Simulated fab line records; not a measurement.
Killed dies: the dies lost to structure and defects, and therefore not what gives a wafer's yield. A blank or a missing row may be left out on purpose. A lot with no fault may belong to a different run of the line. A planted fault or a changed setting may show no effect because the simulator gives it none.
fab line records / flow sfq-line
[record] lots = 6 wafers = 18 last-day = 83
route steps=325 shown I2@117 M3@118
lots that met no fault: from a run of the same line without faults
start-h: hours from the record's first day to the start of the lot's first wafer shown / wait-h: time in hours since the lot's previous step / " the same as in the row above / L1.1+2: a row that stands for several wafers / - value missing, or start not given / * or withheld: withheld / < > ~ a bound
route shown NAME@n: a module of which the file shows steps, and the number in the route of the first / usual: average and standard deviation across the fault-free wafers / same: alike in all rows / chamber/n: place in a boat / sites: each site's reading / _std_site: their standard deviation / _edge_site: the outer-site mean with the inner-site mean subtracted / radius-mm: how far each site lies from the wafer's centre / mask NAME#n: copy n / behind: the tool/chamber that last shaped the wafer / hold: what put the lot on hold/how long, in hours/how the hold closed / device: the transistor (n, p or np) that didn't switch / end of line: the same wafers' tests at the end of the route / a step given without rows: its recipe and nothing more / killed: at the first sort, the dies lost to defects and structure; wafer yield is something else / map: a wafer's dies, marking killed ones x, the rest . and places with no die _
set.NAME: setting as actually run; set.NAME@STEP: the setting as run at that earlier step / model.NAME: the simulator's own value behind a step, which no gauge read
lots at selected steps of the route; one table per step, one row per wafer
services: a tool's chamber out of use, with start hour (start-h, from the record's first day; less than 0 if before it), hours out, and reason
[[steps]]
[step SFQ_TRILAYER_I2_VIA_STRIP_SOLV_CLEAN_072]
[recipe] chemistry = NMP temp-c = 70 time-s = 600
[step SFQ_TRILAYER_M3_DEP_PRE_CLEAN_074]
[recipe] gas = Ar time-s = 22.5 bias-v = 250
[step SFQ_TRILAYER_M3_DEP_SPUTTER_073]
[recipe] material = Nb base-pressure-pa = 1.33e-06 chamber-pressure-pa = 0.1333 substrate-temp-c = 20 resputter-cathode-voltage-v = 400 target-thk-nm = 200 power-w = 2000 time-s = 133.3
[usual] throttle-valve-pct = 29.8/0.83
lot.wafer=L834.3 tool=pvd-sputter-05 chamber=- start-h=696.34 wait-h=0.0 throttle-valve-pct=30.0
lot.wafer=L834.5 tool=pvd-sputter-05 chamber=- start-h=696.34 wait-h=0.0 throttle-valve-pct=30.3
lot.wafer=L834.6 tool=pvd-sputter-05 chamber=- start-h=696.34 wait-h=0.0 throttle-valve-pct=29.9
lot.wafer=L837.1 tool=pvd-sputter-06 chamber=- start-h=735.27 wait-h=0.0 throttle-valve-pct=28.2
lot.wafer=L837.4 tool=pvd-sputter-06 chamber=- start-h=735.27 wait-h=0.0 throttle-valve-pct=28.9
lot.wafer=L837.6 tool=pvd-sputter-06 chamber=- start-h=735.27 wait-h=0.0 throttle-valve-pct=28.8
lot.wafer=L842.1 tool=pvd-sputter-03 chamber=- start-h=764.79 wait-h=0.0 throttle-valve-pct=30.5
lot.wafer=L842.2 tool=pvd-sputter-03 chamber=- start-h=764.79 wait-h=0.0 throttle-valve-pct=29.8
lot.wafer=L842.5 tool=pvd-sputter-03 chamber=- start-h=764.79 wait-h=0.0 throttle-valve-pct=30.4
lot.wafer=L845.1 tool=pvd-sputter-03 chamber=- start-h=788.22 wait-h=0.0 throttle-valve-pct=30.5
lot.wafer=L845.5 tool=pvd-sputter-03 chamber=- start-h=788.22 wait-h=0.0 throttle-valve-pct=30.7
lot.wafer=L845.6 tool=pvd-sputter-03 chamber=- start-h=788.22 wait-h=0.0 throttle-valve-pct=29.7
lot.wafer=L846.1 tool=pvd-sputter-03 chamber=- start-h=800.92 wait-h=0.0 throttle-valve-pct=28.7
lot.wafer=L846.2 tool=pvd-sputter-03 chamber=- start-h=800.92 wait-h=0.0 throttle-valve-pct=29.5
lot.wafer=L846.6 tool=pvd-sputter-03 chamber=- start-h=800.92 wait-h=0.0 throttle-valve-pct=30.4
lot.wafer=L847.1 tool=pvd-sputter-03 chamber=- start-h=812.01 wait-h=0.0 throttle-valve-pct=30.4
lot.wafer=L847.3 tool=pvd-sputter-03 chamber=- start-h=812.01 wait-h=0.0 throttle-valve-pct=30.0
lot.wafer=L847.6 tool=pvd-sputter-03 chamber=- start-h=812.01 wait-h=0.0 throttle-valve-pct=30.9
[step SFQ_M3_RS_MEAS_919]
[recipe] thk-meas-gauge = four-point-probe reads = Nb_of_TRILAYER_M3_DEP_SPUTTER_073
[usual] M3_NB_RS = 0.890/0.0092
lot.wafer=L834.3 tool=film-metro-03 chamber=- start-h=696.47 wait-h=0.1 M3_NB_RS[ohm/sq]=0.892
lot.wafer=L834.5 tool=film-metro-03 chamber=- start-h=696.47 wait-h=0.1 M3_NB_RS[ohm/sq]=0.891
lot.wafer=L834.6 tool=film-metro-03 chamber=- start-h=696.47 wait-h=0.1 M3_NB_RS[ohm/sq]=0.887
lot.wafer=L837.1 tool=film-metro-02 chamber=- start-h=735.36 wait-h=0.0 M3_NB_RS[ohm/sq]=0.885
lot.wafer=L837.4 tool=film-metro-02 chamber=- start-h=735.36 wait-h=0.0 M3_NB_RS[ohm/sq]=0.881
lot.wafer=L837.6 tool=film-metro-02 chamber=- start-h=735.36 wait-h=0.0 M3_NB_RS[ohm/sq]=0.879
lot.wafer=L842.1 tool=film-metro-03 chamber=- start-h=764.88 wait-h=0.0 M3_NB_RS[ohm/sq]=0.889
lot.wafer=L842.2 tool=film-metro-03 chamber=- start-h=764.88 wait-h=0.0 M3_NB_RS[ohm/sq]=0.893
lot.wafer=L842.5 tool=film-metro-03 chamber=- start-h=764.88 wait-h=0.0 M3_NB_RS[ohm/sq]=0.892
lot.wafer=L845.1 tool=film-metro-02 chamber=- start-h=788.32 wait-h=0.0 M3_NB_RS[ohm/sq]=0.893
lot.wafer=L845.5 tool=film-metro-02 chamber=- start-h=788.32 wait-h=0.0 M3_NB_RS[ohm/sq]=0.880
lot.wafer=L845.6 tool=film-metro-02 chamber=- start-h=788.32 wait-h=0.0 M3_NB_RS[ohm/sq]=0.886
lot.wafer=L846.1 tool=film-metro-02 chamber=- start-h=801.01 wait-h=0.0 M3_NB_RS[ohm/sq]=0.889
lot.wafer=L846.2 tool=film-metro-02 chamber=- start-h=801.01 wait-h=0.0 M3_NB_RS[ohm/sq]=0.898
lot.wafer=L846.6 tool=film-metro-02 chamber=- start-h=801.01 wait-h=0.0 M3_NB_RS[ohm/sq]=0.892
lot.wafer=L847.1 tool=film-metro-03 chamber=- start-h=812.10 wait-h=0.0 M3_NB_RS[ohm/sq]=0.902
lot.wafer=L847.3 tool=film-metro-03 chamber=- start-h=812.10 wait-h=0.0 M3_NB_RS[ohm/sq]=0.897
lot.wafer=L847.6 tool=film-metro-03 chamber=- start-h=812.10 wait-h=0.0 M3_NB_RS[ohm/sq]=0.898
[step SFQ_TRILAYER_M3_LITHO_COAT_080]
[recipe] resist = BARC spin-rpm = 3000 resist-thk-nm = 62
[step SFQ_TRILAYER_M3_LITHO_COAT_075]
[recipe] resist = KrF spin-rpm = 3000 resist-thk-nm = 600
[step SFQ_TRILAYER_M3_LITHO_SOFTBAKE_079]
[recipe] temp-c = withheld time-s = withheld resist = KrF
[step SFQ_TRILAYER_M3_LITHO_EXPOSE_076]
[recipe] mask-id = M3 na = 0.6 source-shape = conventional sigma-outer = 0.65 target-cd-nm = 500 dose-mj = 14.4
[step SFQ_TRILAYER_M3_LITHO_PEB_078]
[recipe] peb-temp-c = 115 peb-time-s = 60 resist = KrF
[step SFQ_TRILAYER_M3_LITHO_DEVELOP_077]
[recipe] time-s = 60 resist = KrF
[step SFQ_M3_OVL_MEAS_921]
[usual] M3_OVL = -1/5.8
lot.wafer=L834.3 tool=overlay-01 chamber=- start-h=847.16 wait-h=0.1 M3_OVL[nm]=-6
lot.wafer=L834.5 tool=overlay-01 chamber=- start-h=847.16 wait-h=0.1 M3_OVL[nm]=-4
lot.wafer=L834.6 tool=overlay-01 chamber=- start-h=847.16 wait-h=0.1 M3_OVL[nm]=1
lot.wafer=L837.1 tool=overlay-02 chamber=- start-h=886.74 wait-h=0.1 M3_OVL[nm]=-4
lot.wafer=L837.4 tool=overlay-02 chamber=- start-h=886.74 wait-h=0.1 M3_OVL[nm]=-4
lot.wafer=L837.6 tool=overlay-02 chamber=- start-h=886.74 wait-h=0.1 M3_OVL[nm]=-5
lot.wafer=L842.1 tool=overlay-01 chamber=- start-h=916.74 wait-h=0.1 M3_OVL[nm]=-9
lot.wafer=L842.2 tool=overlay-01 chamber=- start-h=916.74 wait-h=0.1 M3_OVL[nm]=2
lot.wafer=L842.5 tool=overlay-01 chamber=- start-h=916.74 wait-h=0.1 M3_OVL[nm]=3
lot.wafer=L845.1 tool=overlay-02 chamber=- start-h=943.25 wait-h=0.1 M3_OVL[nm]=-17
lot.wafer=L845.5 tool=overlay-02 chamber=- start-h=943.25 wait-h=0.1 M3_OVL[nm]=-16
lot.wafer=L845.6 tool=overlay-02 chamber=- start-h=943.25 wait-h=0.1 M3_OVL[nm]=-11
lot.wafer=L846.1 tool=overlay-02 chamber=- start-h=951.65 wait-h=0.1 M3_OVL[nm]=-4
lot.wafer=L846.2 tool=overlay-02 chamber=- start-h=951.65 wait-h=0.1 M3_OVL[nm]=-3
lot.wafer=L846.6 tool=overlay-02 chamber=- start-h=951.65 wait-h=0.1 M3_OVL[nm]=-8
lot.wafer=L847.1 tool=overlay-02 chamber=- start-h=960.05 wait-h=0.1 M3_OVL[nm]=2
lot.wafer=L847.3 tool=overlay-02 chamber=- start-h=960.05 wait-h=0.1 M3_OVL[nm]=0
lot.wafer=L847.6 tool=overlay-02 chamber=- start-h=960.05 wait-h=0.1 M3_OVL[nm]=-3
[step SFQ_TRILAYER_M3_BARC_OPEN_METAL_ETCH_100]
[recipe] mask-material = PR chemistry = O2 target-depth-nm = 125 target = BARC icp-w = 600 bias-w = 80 pressure-mtorr = 10 time-s = 41.7
[usual] drypump-motor-current-A = 5.3/0.37 oes-product-au = 0.686/0.0051 run-length-s = 69.6/0.34
lot.wafer=L834.3 tool=rie-metal-01 chamber=0 start-h=847.22 wait-h=0.1 drypump-motor-current-A=5.2 oes-product-au=0.680 rf-hours-counter-h=- run-length-s=70.0 model.KrF_of_TRILAYER_M3_LITHO_COAT_075.thk-nm=522.4
lot.wafer=L834.5 tool=rie-metal-01 chamber=0 start-h=847.22 wait-h=0.1 drypump-motor-current-A=5.2 oes-product-au=0.684 rf-hours-counter-h=- run-length-s=69.6 model.KrF_of_TRILAYER_M3_LITHO_COAT_075.thk-nm=519.9
lot.wafer=L834.6 tool=rie-metal-01 chamber=0 start-h=847.22 wait-h=0.1 drypump-motor-current-A=5.2 oes-product-au=0.686 rf-hours-counter-h=- run-length-s=69.5 model.KrF_of_TRILAYER_M3_LITHO_COAT_075.thk-nm=522.5
lot.wafer=L837.1 tool=rie-metal-04 chamber=0 start-h=886.78 wait-h=0.0 drypump-motor-current-A=5.1 oes-product-au=0.672 rf-hours-counter-h=46 run-length-s=69.4 model.KrF_of_TRILAYER_M3_LITHO_COAT_075.thk-nm=523.8
lot.wafer=L837.4 tool=rie-metal-04 chamber=0 start-h=886.78 wait-h=0.0 drypump-motor-current-A=5.1 oes-product-au=0.680 rf-hours-counter-h=- run-length-s=69.5 model.KrF_of_TRILAYER_M3_LITHO_COAT_075.thk-nm=522.9
lot.wafer=L837.6 tool=rie-metal-04 chamber=1 start-h=886.78 wait-h=0.0 drypump-motor-current-A=5.4 oes-product-au=0.691 rf-hours-counter-h=- run-length-s=70.3 model.KrF_of_TRILAYER_M3_LITHO_COAT_075.thk-nm=522.3
lot.wafer=L842.1 tool=rie-metal-04 chamber=1 start-h=916.78 wait-h=0.0 drypump-motor-current-A=5.4 oes-product-au=0.751 rf-hours-counter-h=79 run-length-s=66.0 model.KrF_of_TRILAYER_M3_LITHO_COAT_075.thk-nm=528.2
lot.wafer=L842.2 tool=rie-metal-04 chamber=0 start-h=916.78 wait-h=0.0 drypump-motor-current-A=5.0 oes-product-au=0.745 rf-hours-counter-h=51 run-length-s=65.4 model.KrF_of_TRILAYER_M3_LITHO_COAT_075.thk-nm=525.6
lot.wafer=L842.5 tool=rie-metal-04 chamber=0 start-h=916.78 wait-h=0.0 drypump-motor-current-A=5.0 oes-product-au=0.745 rf-hours-counter-h=- run-length-s=65.0 model.KrF_of_TRILAYER_M3_LITHO_COAT_075.thk-nm=530.4
lot.wafer=L845.1 tool=rie-metal-04 chamber=0 start-h=943.28 wait-h=0.0 drypump-motor-current-A=5.1 oes-product-au=0.739 rf-hours-counter-h=55 run-length-s=65.0 model.KrF_of_TRILAYER_M3_LITHO_COAT_075.thk-nm=528.3
lot.wafer=L845.5 tool=rie-metal-04 chamber=1 start-h=943.28 wait-h=0.0 drypump-motor-current-A=5.5 oes-product-au=0.744 rf-hours-counter-h=- run-length-s=65.8 model.KrF_of_TRILAYER_M3_LITHO_COAT_075.thk-nm=528.6
lot.wafer=L845.6 tool=rie-metal-04 chamber=0 start-h=943.28 wait-h=0.0 drypump-motor-current-A=5.0 oes-product-au=0.756 rf-hours-counter-h=- run-length-s=65.1 model.KrF_of_TRILAYER_M3_LITHO_COAT_075.thk-nm=527.1
lot.wafer=L846.1 tool=rie-metal-01 chamber=0 start-h=951.68 wait-h=0.0 drypump-motor-current-A=5.2 oes-product-au=0.690 rf-hours-counter-h=35 run-length-s=69.9 model.KrF_of_TRILAYER_M3_LITHO_COAT_075.thk-nm=521.7
lot.wafer=L846.2 tool=rie-metal-01 chamber=1 start-h=951.68 wait-h=0.0 drypump-motor-current-A=5.6 oes-product-au=0.694 rf-hours-counter-h=15 run-length-s=69.3 model.KrF_of_TRILAYER_M3_LITHO_COAT_075.thk-nm=524.4
lot.wafer=L846.6 tool=rie-metal-01 chamber=0 start-h=951.68 wait-h=0.0 drypump-motor-current-A=5.2 oes-product-au=0.686 rf-hours-counter-h=- run-length-s=69.8 model.KrF_of_TRILAYER_M3_LITHO_COAT_075.thk-nm=524.7
lot.wafer=L847.1 tool=rie-metal-03 chamber=1 start-h=960.08 wait-h=0.0 drypump-motor-current-A=5.7 oes-product-au=0.688 rf-hours-counter-h=135 run-length-s=69.2 model.KrF_of_TRILAYER_M3_LITHO_COAT_075.thk-nm=523.3
lot.wafer=L847.3 tool=rie-metal-03 chamber=1 start-h=960.08 wait-h=0.0 drypump-motor-current-A=5.8 oes-product-au=0.682 rf-hours-counter-h=- run-length-s=69.4 model.KrF_of_TRILAYER_M3_LITHO_COAT_075.thk-nm=522
lot.wafer=L847.6 tool=rie-metal-03 chamber=1 start-h=960.08 wait-h=0.0 drypump-motor-current-A=5.8 oes-product-au=0.684 rf-hours-counter-h=- run-length-s=69.8 model.KrF_of_TRILAYER_M3_LITHO_COAT_075.thk-nm=523.4
[step SFQ_TRILAYER_M3_ETCH_METAL_ETCH_078]
[recipe] target = Nb stop-on = SiO2 mask-material = PR chemistry = Cl2/Ar target-depth-nm = 240 icp-w = 600 bias-w = 78.42 pressure-mtorr = 10 time-s = 120
[usual] drypump-motor-current-A = 5.3/0.37 oes-product-au = 0.894/0.0068 run-length-s = 147.9/0.31
lot.wafer=L834.3 tool=rie-metal-01 chamber=0 start-h=847.38 wait-h=0.1 drypump-motor-current-A=5.2 oes-product-au=0.898 rf-hours-counter-h=- run-length-s=148.1 model.KrF_of_TRILAYER_M3_LITHO_COAT_075.thk-nm=379.1
lot.wafer=L834.5 tool=rie-metal-01 chamber=0 start-h=847.38 wait-h=0.1 drypump-motor-current-A=5.2 oes-product-au=0.889 rf-hours-counter-h=- run-length-s=148.1 model.KrF_of_TRILAYER_M3_LITHO_COAT_075.thk-nm=376.5
lot.wafer=L834.6 tool=rie-metal-01 chamber=0 start-h=847.38 wait-h=0.1 drypump-motor-current-A=5.2 oes-product-au=0.899 rf-hours-counter-h=- run-length-s=147.8 model.KrF_of_TRILAYER_M3_LITHO_COAT_075.thk-nm=378.8
lot.wafer=L837.1 tool=rie-metal-04 chamber=0 start-h=886.84 wait-h=0.0 drypump-motor-current-A=5.1 oes-product-au=0.896 rf-hours-counter-h=46 run-length-s=147.8 model.KrF_of_TRILAYER_M3_LITHO_COAT_075.thk-nm=383.9
lot.wafer=L837.4 tool=rie-metal-04 chamber=0 start-h=886.84 wait-h=0.0 drypump-motor-current-A=5.0 oes-product-au=0.897 rf-hours-counter-h=- run-length-s=147.7 model.KrF_of_TRILAYER_M3_LITHO_COAT_075.thk-nm=383.1
lot.wafer=L837.6 tool=rie-metal-04 chamber=1 start-h=886.84 wait-h=0.0 drypump-motor-current-A=5.4 oes-product-au=0.908 rf-hours-counter-h=- run-length-s=148.2 model.KrF_of_TRILAYER_M3_LITHO_COAT_075.thk-nm=382.1
lot.wafer=L842.1 tool=rie-metal-04 chamber=1 start-h=916.84 wait-h=0.0 drypump-motor-current-A=5.4 oes-product-au=0.888 rf-hours-counter-h=79 run-length-s=148.1 model.KrF_of_TRILAYER_M3_LITHO_COAT_075.thk-nm=387.2
lot.wafer=L842.2 tool=rie-metal-04 chamber=0 start-h=916.84 wait-h=0.0 drypump-motor-current-A=5.1 oes-product-au=0.888 rf-hours-counter-h=51 run-length-s=148.3 model.KrF_of_TRILAYER_M3_LITHO_COAT_075.thk-nm=385.3
lot.wafer=L842.5 tool=rie-metal-04 chamber=0 start-h=916.84 wait-h=0.0 drypump-motor-current-A=5.1 oes-product-au=0.892 rf-hours-counter-h=- run-length-s=147.7 model.KrF_of_TRILAYER_M3_LITHO_COAT_075.thk-nm=389.7
lot.wafer=L845.1 tool=rie-metal-04 chamber=0 start-h=943.34 wait-h=0.0 drypump-motor-current-A=5.0 oes-product-au=0.894 rf-hours-counter-h=55 run-length-s=148.0 model.KrF_of_TRILAYER_M3_LITHO_COAT_075.thk-nm=388.9
lot.wafer=L845.5 tool=rie-metal-04 chamber=1 start-h=943.34 wait-h=0.0 drypump-motor-current-A=5.5 oes-product-au=0.903 rf-hours-counter-h=- run-length-s=148.1 model.KrF_of_TRILAYER_M3_LITHO_COAT_075.thk-nm=388.6
lot.wafer=L845.6 tool=rie-metal-04 chamber=0 start-h=943.34 wait-h=0.0 drypump-motor-current-A=5.0 oes-product-au=0.902 rf-hours-counter-h=- run-length-s=147.9 model.KrF_of_TRILAYER_M3_LITHO_COAT_075.thk-nm=387.8
lot.wafer=L846.1 tool=rie-metal-01 chamber=0 start-h=951.74 wait-h=0.0 drypump-motor-current-A=5.2 oes-product-au=0.897 rf-hours-counter-h=35 run-length-s=148.3 model.KrF_of_TRILAYER_M3_LITHO_COAT_075.thk-nm=381.8
lot.wafer=L846.2 tool=rie-metal-01 chamber=1 start-h=951.74 wait-h=0.0 drypump-motor-current-A=5.6 oes-product-au=0.894 rf-hours-counter-h=15 run-length-s=148.0 model.KrF_of_TRILAYER_M3_LITHO_COAT_075.thk-nm=383
lot.wafer=L846.6 tool=rie-metal-01 chamber=0 start-h=951.74 wait-h=0.0 drypump-motor-current-A=5.2 oes-product-au=0.884 rf-hours-counter-h=- run-length-s=147.9 model.KrF_of_TRILAYER_M3_LITHO_COAT_075.thk-nm=383.5
lot.wafer=L847.1 tool=rie-metal-03 chamber=1 start-h=960.14 wait-h=0.0 drypump-motor-current-A=5.7 oes-product-au=0.878 rf-hours-counter-h=135 run-length-s=147.5 model.KrF_of_TRILAYER_M3_LITHO_COAT_075.thk-nm=382.4
lot.wafer=L847.3 tool=rie-metal-03 chamber=1 start-h=960.14 wait-h=0.0 drypump-motor-current-A=5.7 oes-product-au=0.886 rf-hours-counter-h=- run-length-s=148.0 model.KrF_of_TRILAYER_M3_LITHO_COAT_075.thk-nm=380.6
lot.wafer=L847.6 tool=rie-metal-03 chamber=1 start-h=960.14 wait-h=0.0 drypump-motor-current-A=5.8 oes-product-au=0.888 rf-hours-counter-h=- run-length-s=147.4 model.KrF_of_TRILAYER_M3_LITHO_COAT_075.thk-nm=381.8
[step SFQ_TRILAYER_M3_STRIP_STRIP_079]
[recipe] gas = O2 power-w = 200 platen-temp-c = 40 overash-fraction = 0.65 chemistry = O2 pressure-mtorr = 50
[usual] drypump-motor-current-A = 5.3/0.37 oes-product-au = 1.005/0.0077
lot.wafer=L834.3 tool=rie-metal-01 chamber=0 start-h=847.95 wait-h=0.5 drypump-motor-current-A=5.2 oes-product-au=1.008 rf-hours-counter-h=-
lot.wafer=L834.5 tool=rie-metal-01 chamber=0 start-h=847.95 wait-h=0.5 drypump-motor-current-A=5.2 oes-product-au=1.024 rf-hours-counter-h=-
lot.wafer=L834.6 tool=rie-metal-01 chamber=0 start-h=847.95 wait-h=0.5 drypump-motor-current-A=5.2 oes-product-au=1.015 rf-hours-counter-h=-
lot.wafer=L837.1 tool=rie-metal-04 chamber=0 start-h=886.96 wait-h=0.1 drypump-motor-current-A=5.1 oes-product-au=0.995 rf-hours-counter-h=46
lot.wafer=L837.4 tool=rie-metal-04 chamber=0 start-h=886.96 wait-h=0.1 drypump-motor-current-A=5.0 oes-product-au=0.999 rf-hours-counter-h=-
lot.wafer=L837.6 tool=rie-metal-04 chamber=1 start-h=886.96 wait-h=0.1 drypump-motor-current-A=5.5 oes-product-au=0.994 rf-hours-counter-h=-
lot.wafer=L842.1 tool=rie-metal-04 chamber=1 start-h=916.96 wait-h=0.1 drypump-motor-current-A=5.4 oes-product-au=0.992 rf-hours-counter-h=79
lot.wafer=L842.2 tool=rie-metal-04 chamber=0 start-h=916.96 wait-h=0.1 drypump-motor-current-A=5.0 oes-product-au=1.005 rf-hours-counter-h=52
lot.wafer=L842.5 tool=rie-metal-04 chamber=0 start-h=916.96 wait-h=0.1 drypump-motor-current-A=5.0 oes-product-au=0.999 rf-hours-counter-h=-
lot.wafer=L845.1 tool=rie-metal-04 chamber=0 start-h=943.47 wait-h=0.1 drypump-motor-current-A=5.1 oes-product-au=1.000 rf-hours-counter-h=55
lot.wafer=L845.5 tool=rie-metal-04 chamber=1 start-h=943.47 wait-h=0.1 drypump-motor-current-A=5.4 oes-product-au=1.003 rf-hours-counter-h=-
lot.wafer=L845.6 tool=rie-metal-04 chamber=0 start-h=943.47 wait-h=0.1 drypump-motor-current-A=5.0 oes-product-au=0.996 rf-hours-counter-h=-
lot.wafer=L846.1 tool=rie-metal-01 chamber=0 start-h=951.87 wait-h=0.1 drypump-motor-current-A=5.2 oes-product-au=0.996 rf-hours-counter-h=35
lot.wafer=L846.2 tool=rie-metal-01 chamber=1 start-h=951.87 wait-h=0.1 drypump-motor-current-A=5.6 oes-product-au=1.011 rf-hours-counter-h=15
lot.wafer=L846.6 tool=rie-metal-01 chamber=0 start-h=951.87 wait-h=0.1 drypump-motor-current-A=5.2 oes-product-au=1.005 rf-hours-counter-h=-
lot.wafer=L847.1 tool=rie-metal-03 chamber=1 start-h=960.27 wait-h=0.1 drypump-motor-current-A=5.7 oes-product-au=1.017 rf-hours-counter-h=135
lot.wafer=L847.3 tool=rie-metal-03 chamber=1 start-h=960.27 wait-h=0.1 drypump-motor-current-A=5.7 oes-product-au=1.022 rf-hours-counter-h=-
lot.wafer=L847.6 tool=rie-metal-03 chamber=1 start-h=960.27 wait-h=0.1 drypump-motor-current-A=5.8 oes-product-au=1.018 rf-hours-counter-h=-
[[services]]
tool=pvd-sputter-06 chamber=- start-h=676.60 hours=3.9 kind=repair
tool=pvd-sputter-03 chamber=- start-h=702.25 hours=5.1 kind=repair
tool=pvd-sputter-03 chamber=- start-h=706.43 hours=18.2 kind=repair
tool=pvd-sputter-03 chamber=- start-h=710.70 hours=5.6 kind=repair
tool=pvd-sputter-06 chamber=- start-h=720.11 hours=4.4 kind=repair
tool=pvd-sputter-06 chamber=- start-h=731.08 hours=0.8 kind=repair
tool=rie-metal-01 chamber=0 start-h=731.46 hours=- kind=clean
tool=rie-metal-01 chamber=0 start-h=731.46 hours=16.1 kind=scheduled-down
tool=rie-metal-01 chamber=0 start-h=731.46 hours=16.1 kind=vent-cycle
tool=pvd-sputter-06 chamber=- start-h=739.75 hours=3.0 kind=repair
tool=rie-metal-03 chamber=- start-h=749.91 hours=2.8 kind=pm
tool=pvd-sputter-03 chamber=1 start-h=769.83 hours=- kind=consumable-replace:kit
tool=pvd-sputter-03 chamber=1 start-h=769.83 hours=18.0 kind=scheduled-down
tool=pvd-sputter-05 chamber=- start-h=799.41 hours=0.6 kind=repair
tool=rie-metal-04 chamber=- start-h=810.85 hours=1.4 kind=pm
tool=pvd-sputter-03 chamber=- start-h=812.13 hours=5.8 kind=repair
tool=rie-metal-04 chamber=- start-h=816.94 hours=14.6 kind=pm
tool=pvd-sputter-06 chamber=- start-h=844.85 hours=5.8 kind=repair
tool=pvd-sputter-05 chamber=- start-h=844.92 hours=7.0 kind=repair
tool=rie-metal-01 chamber=1 start-h=847.01 hours=- kind=clean
tool=rie-metal-01 chamber=1 start-h=847.01 hours=19.4 kind=scheduled-down
tool=rie-metal-01 chamber=1 start-h=847.01 hours=19.4 kind=vent-cycle
tool=rie-metal-03 chamber=1 start-h=855.43 hours=5.3 kind=repair
tool=pvd-sputter-05 chamber=- start-h=926.26 hours=0.7 kind=repair
[[key]]
[first-sign] step = SFQ_TRILAYER_M3_BARC_OPEN_METAL_ETCH_100 reading = run-length-s direction = down sigmas = 12 usual = * struck = *
[effect] step = SFQ_TRILAYER_M3_BARC_OPEN_METAL_ETCH_100 reading = oes-product-au direction = up sigmas = 12 usual = 0.686 struck = 0.747
[model-effect] step = SFQ_TRILAYER_M3_BARC_OPEN_METAL_ETCH_100 value = KrF_of_TRILAYER_M3_LITHO_COAT_075.thk-nm without = 522.7 struck = 528.1
[model-effect] step = SFQ_TRILAYER_M3_ETCH_METAL_ETCH_078 value = KrF_of_TRILAYER_M3_LITHO_COAT_075.thk-nm without = 382.6 struck = 387.9
met-at SFQ_TRILAYER_M3_BARC_OPEN_METAL_ETCH_100
struck-wafers L842.1,L842.2,L842.5,L845.1,L845.5,L845.6
onset-between 886.78 916.78
[fault] kind = process-parameter-drift tool = rie-metal-04 chamber = - onset-h = 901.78 steps = SFQ_TRILAYER_M3_BARC_OPEN_METAL_ETCH_100 channel = time-s offset = * shape = step end-h = 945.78 acts-in = * stated = *
